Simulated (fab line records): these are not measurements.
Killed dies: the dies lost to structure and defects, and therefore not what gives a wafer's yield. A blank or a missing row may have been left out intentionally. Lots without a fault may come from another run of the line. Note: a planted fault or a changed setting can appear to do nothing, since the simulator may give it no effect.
2 desks, one fault / flow sky130 / what lay behind the numbers comes last; until then each desk has only its own

== THE TOOL OWNER'S DESK: implanter-04 ==
SKY_LDD_P_IMPLANT_09, tool's own readings: per-lot mean of the sampled wafers with a number, covering each lot this tool ran. Any lot whose mean is over 4 standard deviations away from the usual mean is out of limits and marked OUT; that distance is given in the brackets.
Columns: A = beam-energy-keV at SKY_LDD_P_IMPLANT_09, usual 25.002; B = end-station-pressure-torr at SKY_LDD_P_IMPLANT_09, usual 5.08e-06 Torr
lot=L544; first seen here=day 19 10:10; A=25.005; B=5.05e-06
lot=L548; first seen here=day 20 05:14; A=24.989; B=4.93e-06
lot=L553; first seen here=day 22 07:49; A=21.117 (-99 or more) OUT; B=5.28e-06
lot=L556; first seen here=day 23 03:22; A=21.114 (-99 or more) OUT; B=5.16e-06
lot=L567; first seen here=day 27 09:37; A=25.006; B=5.07e-06
Finding of this desk: L553, L556 out of limits; the first was L553 at day 22 07:49, on beam-energy-keV at SKY_LDD_P_IMPLANT_09. L544, L548, L567: within limits.

== AT THE METROLOGY DESK ==
What the gauges read for every lot (on any tool): the sampled wafers with a number, averaged. Any lot whose mean is over 4 standard deviations away from the usual mean is out of limits and marked OUT; that distance is given in the brackets.
Columns: A = SONOS_TUNNEL_OVL at SKY_SONOS_TUNNEL_OVL_MEAS_08, usual 0.0 nm; B = SONOS_ONO_CVD_02_THK at SKY_SONOS_ONO_THK_MEAS_03, usual 10.47 nm; C = LDD_P_TW at SKY_LDD_P_TW_MEAS_11, usual 635; D = LDD_HVP_OVL at SKY_LDD_HVP_OVL_MEAS_07, usual 0.4 nm
lot=L544; first seen here=day 11 06:16; A=-0.3; B=10.35; C=637; D=1.2
lot=L547; first seen here=day 12 07:17; A=-0.1; B=10.38; C=635; D=-0.7
lot=L548; first seen here=day 12 11:09; A=1.7; B=10.45; C=635; D=-2.1
lot=L553; first seen here=day 14 03:12; A=-0.2; B=10.56; C=604 (-10) OUT; D=0.6
lot=L554; first seen here=day 14 06:30; A=-1.9; B=10.70; C=636; D=-1.1
lot=L556; first seen here=day 15 01:39; A=1.2; B=10.52; C=608 (-8.6) OUT; D=1.3
lot=L559; first seen here=day 16 04:42; A=-0.1; B=10.50; C=635; D=1.2
lot=L561; first seen here=day 17 05:51; A=-0.5; B=10.39; C=633; D=0.8
lot=L562; first seen here=day 17 16:29; A=1.1; B=10.37; C=632; D=-0.3
lot=L564; first seen here=day 17 18:23; A=-2.1; B=10.63; C=632; D=1.1
lot=L565; first seen here=day 19 01:38; A=0.9; B=10.36; C=630; D=-0.7
lot=L567; first seen here=day 19 05:29; A=0.8; B=10.45; C=638; D=1.6
lot=L566; first seen here=day 19 10:39; A=-0.3; B=10.48; C=637; D=-0.9
This desk's finding: out of limits on L553, L556; first on L553, day 22 08:10 (LDD_P_TW at SKY_LDD_P_TW_MEAS_11). L544, L547, L548, L554, L559, L561, L562, L564, L565, L567, L566: within limits.

== TAKEN TOGETHER ==
At day 22 07:49, on L553, L556, the tool owner's desk was in a position to raise an alarm.
The metrology desk could have raised an alarm at day 22 08:10, on L553, L556.
On implanter-04, each named lot ran SKY_LDD_P_IMPLANT_09.

== WHAT WAS PUT IN BY THE SIMULATOR ==
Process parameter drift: implanter-04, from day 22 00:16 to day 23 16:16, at SKY_LDD_P_IMPLANT_09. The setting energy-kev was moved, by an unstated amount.
Struck lots among those shown: L553, L556.
Hours from the fault's start to each desk's first reading out of limits: the tool owner's desk, 8; the metrology desk, 8.
